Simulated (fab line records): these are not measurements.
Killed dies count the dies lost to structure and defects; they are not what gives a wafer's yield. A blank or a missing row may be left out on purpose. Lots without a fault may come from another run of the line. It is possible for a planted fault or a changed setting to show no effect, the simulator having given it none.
The tool behind it: which one? -- flow sky130 -- 14 lots with 42 wafers sampled at 7 steps, on a route of 708 steps

## WHAT THE GAUGES SHOWED, per wafer
SKY_POLY_GATE_THK_MEAS_21.
lot,measured,on,POLY_GATE_OXIDATION_THK (nm)
L527,day 16 15:12,film metro-04,4.03 3.96 4.00
L530,day 17 12:28,film metro-02,4.03 4.08 4.03
L531,day 17 19:29,film metro-02,4.07 4.13 4.14
L533,day 18 11:23,film metro-01,4.09 4.08 4.13
L534,day 19 09:28,film metro-04,4.07 4.08 4.01
L535,day 19 21:11,film metro-04,4.09 3.94 4.07
L536,day 20 00:01,film metro-01,3.94 3.92 4.01
L537,day 20 06:31,film metro-04,3.89 3.86 3.86
L538,day 20 11:32,film metro-02,3.86 3.89 3.78
L543,day 22 06:49,film metro-02,4.04 4.03 4.10
L544,day 22 15:29,film metro-02,3.98 4.08 3.95
L547,day 23 17:31,film metro-02,3.96 4.05 4.04
L548,day 23 22:34,film metro-02,4.01 4.00 3.98
L550,day 24 19:10,film metro-01,3.85 3.91 3.91

SKY_LDD_P_CD_MEAS_07: the cd target is 380 nm.
lot,measured,on,cd nm (nm)
L527,day 19 04:13,cd sem-02,376.4 377.4 374.9
L530,day 20 02:08,cd sem-02,382.2 383.2 381.4
L531,day 20 09:29,cd sem-01,380.3 379.4 381.1
L533,day 21 02:10,cd sem-02,381.8 380.0 382.8
L534,day 22 00:55,cd sem-02,380.1 379.8 379.5
L535,day 22 12:44,cd sem-02,380.3 380.5 379.7
L536,day 22 14:10,cd sem-02,381.1 380.3 378.9
L537,day 22 21:04,cd sem-01,378.9 378.2 380.5
L538,day 23 02:10,cd sem-02,381.3 380.8 379.4
L543,day 24 20:41,cd sem-01,- - -
L544,day 25 04:25,cd sem-02,- - -
L547,day 26 04:32,cd sem-01,381.5 378.7 379.3
L548,day 26 09:01,cd sem-02,380.0 381.2 381.3
L550,day 27 04:46,cd sem-02,379.4 379.4 377.4

SKY_LDD_HVN_TW_MEAS_10.
lot,measured,on,LDD_HVN_TW
L527,day 20 12:28,film metro-01,1419 1420 1426
L530,day 21 08:56,film metro-04,1421 1419 1419
L531,day 21 17:01,film metro-01,1428 1434 1435
L533,day 22 08:57,film metro-02,1432 1428 1428
L534,day 23 07:10,film metro-01,1421 1423 1416
L535,day 23 19:59,film metro-04,1411 1419 1415
L536,day 23 21:10,film metro-01,1429 1426 1424
L537,day 24 03:41,film metro-04,1427 1421 1430
L538,day 24 08:17,film metro-04,1417 1418 1430
L543,day 26 01:01,film metro-04,1445 1449 1436
L544,day 26 08:25,film metro-02,1459 1454 1456
L547,day 27 09:37,film metro-04,1424 1418 1419
L548,day 27 15:12,film metro-01,1437 1432 1439
L550,day 28 09:54,film metro-04,1429 1430 1435

SKY_LDD_HVP_TW_MEAS_10.
lot,measured,on,LDD_HVP_TW
L527,day 21 19:39,film metro-04,451 453 451
L530,day 22 15:20,film metro-04,449 448 451
L531,day 22 23:58,film metro-03,447 447 449
L533,day 23 15:40,film metro-03,448 449 449
L534,day 24 13:16,film metro-03,446 447 448
L535,day 25 02:03,film metro-03,449 450 446
L536,day 25 02:58,film metro-04,452 451 452
L537,day 25 09:29,film metro-01,459 457 456
L538,day 25 13:55,film metro-01,456 456 457
L543,day 27 05:07,film metro-03,684 687 692
L544,day 27 13:22,film metro-01,691 700 697
L547,day 28 14:25,film metro-03,443 442 443
L548,day 28 20:10,film metro-04,452 453 455
L550,day 29 13:55,film metro-03,451 447 447

## WHICH TOOL RAN EACH LOT (tool, then ch and the chambers of the sampled wafers, then the start)
lot,SKY_POLY_GATE_ETCH_15,SKY_LDD_P_COAT_02,SKY_LDD_HVN_STRIP_09
L527,"rie diel-01 ch 2,3, day 16 12:44","litho track-04 ch 0, day 18 12:04","plasma asher-04 ch 0, day 20 12:22"
L530,"rie diel-01 ch 2,3, day 17 06:46","litho track-04 ch 0, day 19 09:47","plasma asher-03 ch 0,1, day 21 08:50"
L531,"rie diel-04 ch 0,2, day 17 16:26","litho track-01 ch 0, day 19 17:00","plasma asher-01 ch 0, day 21 16:55"
L533,"rie diel-01 ch 0,1,3, day 18 08:53","litho track-04 ch 0, day 20 11:16","plasma asher-01 ch 0,1, day 22 08:51"
L534,"rie diel-03 ch 1,2, day 19 06:41","litho track-01 ch 0, day 21 09:31","plasma asher-01 ch 0,1, day 23 07:04"
L535,"rie diel-03 ch 1,2,3, day 19 18:46","litho track-03 ch 0, day 21 21:30","plasma asher-01 ch 0,1, day 23 19:53"
L536,"rie diel-04 ch 0,1,3, day 19 22:22","litho track-04 ch 0, day 21 23:37","plasma asher-01 ch 0,1, day 23 21:04"
L537,"rie diel-03 ch 1,2, day 20 04:26","litho track-01 ch 0, day 22 05:25","plasma asher-01 ch 0,1, day 24 03:35"
L538,"rie diel-01 ch 0,1,2, day 20 09:53","litho track-03 ch 0, day 22 10:07","plasma asher-01 ch 0,1, day 24 08:11"
L543,"rie diel-04 ch 0,2,3, day 22 04:35","litho track-01, day 24 06:12","plasma asher-04 ch 0,1, day 26 00:54"
L544,"rie diel-01 ch 0,2,3, day 22 13:50","litho track-04, day 24 14:13","plasma asher-04 ch 0,1, day 26 08:20"
L547,"rie diel-03 ch 1,2,3, day 23 15:53","litho track-01 ch 0, day 25 15:06","plasma asher-01 ch 0,1, day 27 09:30"
L548,"rie diel-03 ch 0,1,2, day 23 20:56","litho track-01 ch 0, day 25 20:01","plasma asher-01 ch 0,1, day 27 15:06"
L550,"rie diel-03 ch 0,1,2, day 24 17:32","litho track-04 ch 0, day 26 14:19","plasma asher-03 ch 0,1, day 28 09:48"
- SKY_POLY_GATE_ETCH_15: etches BARC in N2/H2, stops on SiO2, time 118.5 s, target depth 110 nm.
- SKY_LDD_P_COAT_02: resist thk 1140 nm.
- SKY_LDD_HVN_STRIP_09: strips in O2/N2.

## AS READ BY THE TOOLS THEMSELVES (means over the sampled wafers that have a number; for cases with no such wafer, the mark the record gives instead)
SKY_POLY_GATE_ETCH_15.
lot,tool,drypump motor current A (A),oes product au (a.u.),throttle valve pct (%)
L527,rie diel-01,5.2,0.708,13.205
L530,rie diel-01,5.2,0.714,13.210
L531,rie diel-04,5.8,0.720,13.219
L533,rie diel-01,5.5,0.718,13.223
L534,rie diel-03,5.6,0.713,13.218
L535,rie diel-03,5.4,0.720,13.206
L536,rie diel-04,5.7,0.717,13.217
L537,rie diel-03,5.4,0.714,13.205
L538,rie diel-01,5.3,0.711,13.223
L543,rie diel-04,5.6,0.717,13.210
L544,rie diel-01,5.3,0.716,13.222
L547,rie diel-03,5.4,0.710,13.210
L548,rie diel-03,5.7,0.719,13.218
L550,rie diel-03,5.7,0.717,13.207

SKY_LDD_P_COAT_02.
lot,tool,chill plate temp C (C),dispense pressure kPa (kPa)
L527,litho track-04,23.00,54
L530,litho track-04,23.07,54
L531,litho track-01,23.05,56
L533,litho track-04,22.93,54
L534,litho track-01,22.93,56
L535,litho track-03,23.04,42
L536,litho track-04,23.04,54
L537,litho track-01,22.91,56
L538,litho track-03,23.06,42
L543,litho track-01,-,-
L544,litho track-04,-,-
L547,litho track-01,22.96,56
L548,litho track-01,22.99,56
L550,litho track-04,22.81,54

SKY_LDD_HVN_STRIP_09.
lot,tool,drypump motor current A (A),oes product au (a.u.),strip time to endpoint s (s)
L527,plasma asher-04,5.5,0.408,4.134
L530,plasma asher-03,6.4,0.405,4.136
L531,plasma asher-01,5.0,0.412,4.139
L533,plasma asher-01,6.0,0.405,4.124
L534,plasma asher-01,6.0,0.410,4.126
L535,plasma asher-01,5.9,0.410,4.132
L536,plasma asher-01,5.5,0.409,4.132
L537,plasma asher-01,5.9,0.402,4.132
L538,plasma asher-01,5.9,0.414,4.134
L543,plasma asher-04,5.4,0.406,4.139
L544,plasma asher-04,5.5,0.407,4.135
L547,plasma asher-01,6.0,0.411,4.141
L548,plasma asher-01,6.0,0.416,4.147
L550,plasma asher-03,6.4,0.409,4.136

## THE ANSWER, worked out from the rows above alone
Rule: usual is defined by the lots themselves. Put in order of their means at a reading, lots are off if they are a third of the lots or fewer, leave a main group of 4 or more, and stand apart from it by a gap of 3 or more times the standard deviation of the main group's means; of several such gaps the widest counts. A main group is skipped when, at the precision printed for the reading in the tables above, its means are all equal. A lot without any number at a reading at which 4 lots or more have one is off too. All remaining lots with rows at the step are treated as sound. Order of review: gauges by route order, followed by the tools' own readings, for which a lot's mean as printed above is used. The first step at which some lot is off is used, and at that step the reading that is off furthest; a lot without a number counts as furthest.
Off: L543, L544 (SKY_LDD_P_CD_MEAS_07, cd nm). Without a number there: L543, L544. Main group: mean 380.0 nm, sd 1.4.
If a tool, at a process step before that reading, ran all the lots that are off and no sound lot after the first of them, it fits. The gauges at SKY_LDD_P_CD_MEAS_07 aren't tried: what is off there is off at SKY_LDD_HVP_TW_MEAS_10 too, on other tools, and a gauge's error can't cause that. No candidate that was tried fits.

## WHAT HAD BEEN PUT IN BY THE SIMULATOR
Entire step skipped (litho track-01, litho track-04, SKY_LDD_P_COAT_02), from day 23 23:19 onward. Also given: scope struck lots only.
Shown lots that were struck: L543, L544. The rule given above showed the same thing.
